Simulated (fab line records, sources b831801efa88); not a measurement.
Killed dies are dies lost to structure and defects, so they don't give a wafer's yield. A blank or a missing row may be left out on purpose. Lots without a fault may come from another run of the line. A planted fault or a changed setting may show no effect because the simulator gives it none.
Which tool did it? | flow gf180mcu | 6 lots, 15 wafers sampled, at 2 steps of a route of 602

WHAT THE GAUGES READ, wafer by wafer
GF_V4_THK_MEAS_03.
lot  | measured     | on            | V4_CVD_02_THK (nm)
L395 | day 23 21:19 | film_metro-01 | 868 849 846
L397 | day 24 10:37 | film_metro-03 | 843 850
L400 | day 26 06:35 | film_metro-04 | 834 838 844
L404 | day 27 23:25 | film_metro-03 | 1459 847 1460 846
L409 | day 28 16:41 | film_metro-04 | 840 1442 840 1443
L410 | day 29 00:21 | film_metro-01 | 847 853 853

WHICH TOOL RAN EACH LOT (tool, then ch and the chambers of the sampled wafers, then the start)
lot  | GF_V4_CVD_02
L395 | pecvd-03 ch 0,1,2, day 23 21:14
L397 | pecvd-04 ch 0,2, day 24 10:33
L400 | pecvd-04 ch 0,2, day 26 06:31
L404 | pecvd-04 ch 1,2, day 27 23:21
L409 | pecvd-04 ch 0,1, day 28 16:37
L410 | pecvd-03 ch 0,1, day 29 00:16
- GF_V4_CVD_02: deposits SiO2 from TEOS, target thk 850 nm, time 94.851 s.

THE ANSWER, worked out from the rows above alone
Rule: what is usual is taken from the lots themselves. Put in order of their means at a reading, lots are off if they are a third of the lots or fewer, leave a main group of 4 or more, and stand apart from it by a gap of 3 or more times the standard deviation of the main group's means; of several such gaps the widest counts. A main group whose means are all the same, to the digits that the tables above print for the reading, isn't used. A lot without any number at a reading at which 4 lots or more have one is off too. The other lots that the step has rows for count as sound.
Off: L404, L409, at GF_V4_THK_MEAS_03 (V4_CVD_02_THK). The main group: mean 848 nm, standard deviation 5.9.
A tool fits if, at a process step before that reading, it ran every lot that is off, and no sound lot after the first of them. The gauges at GF_V4_THK_MEAS_03 are tried like those tools. One fits: pecvd-04 at GF_V4_CVD_02. Its last sound lot is L400 (day 26 06:31), its first lot that is off L404 (day 27 23:21): a fault that began between those two fits.

WHAT THE SIMULATOR HAD PUT IN
Process parameter drift: pecvd-04, from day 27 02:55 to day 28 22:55, at GF_V4_CVD_02. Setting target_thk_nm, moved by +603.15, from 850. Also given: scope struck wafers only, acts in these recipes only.
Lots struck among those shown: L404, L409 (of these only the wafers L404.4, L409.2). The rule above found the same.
